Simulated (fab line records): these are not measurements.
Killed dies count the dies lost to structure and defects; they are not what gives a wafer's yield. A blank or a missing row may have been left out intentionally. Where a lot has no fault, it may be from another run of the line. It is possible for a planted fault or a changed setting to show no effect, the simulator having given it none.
Chamber matching | flow sky130 | rie diel-03 running SKY_VIA1_ETCH_15: 4 sister chambers
The step etches SiO2 in C4F8/O2/Ar, stops on TiN, target depth 351 nm, time 54 s. 4 wafers are shown with their chamber, then 7 later ones without.

EACH WAFER AND ITS CHAMBER
wafer  | chamber | oes product au (a.u.)
L615.5 | 3       | 0.988
L618.6 | 0       | 0.969
L622.1 | 2       | 0.984
L622.5 | 1       | 0.984

WAFERS WITHOUT THEIR CHAMBER
wafer  | oes product au (a.u.)
L622.6 | 0.976
L623.2 | 0.975
L623.4 | 0.984
L623.5 | 0.981
L630.2 | 0.977
L630.5 | 0.981
L630.6 | 0.983

CHAMBER TAKEN BY EACH
wafer  | from the rows above               | in truth
L622.6 | can't be placed: 0 or 1 or 2 or 3 | 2
L623.2 | can't be placed: 0 or 1 or 2 or 3 | 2
L623.4 | can't be placed: 1 or 2 or 3      | 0
L623.5 | can't be placed: 1 or 2 or 3 or 0 | 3
L630.2 | can't be placed: 1 or 2 or 0 or 3 | 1
L630.5 | can't be placed: 1 or 2 or 3 or 0 | 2
L630.6 | can't be placed: 1 or 2 or 3      | 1
0 of 7 placed correctly. Unplaceable from these rows: 7, with the true chamber sitting among the candidates in 6. 0 placed wrongly.
How it was worked out, from the rows above alone: a wafer's distance from a chamber is the root of the sum, over the readings, of the square of ((its reading less the chamber's mean) divided by the reading's scatter). The wafer belongs to the nearest chamber; if the next one is less than 2 further off, it can't be placed. For every chamber, the mean is computed from those of its wafers that are shown. The scatter: root of mean squared gap, hidden wafer to nearest shown wafer, with one shown wafer a chamber.
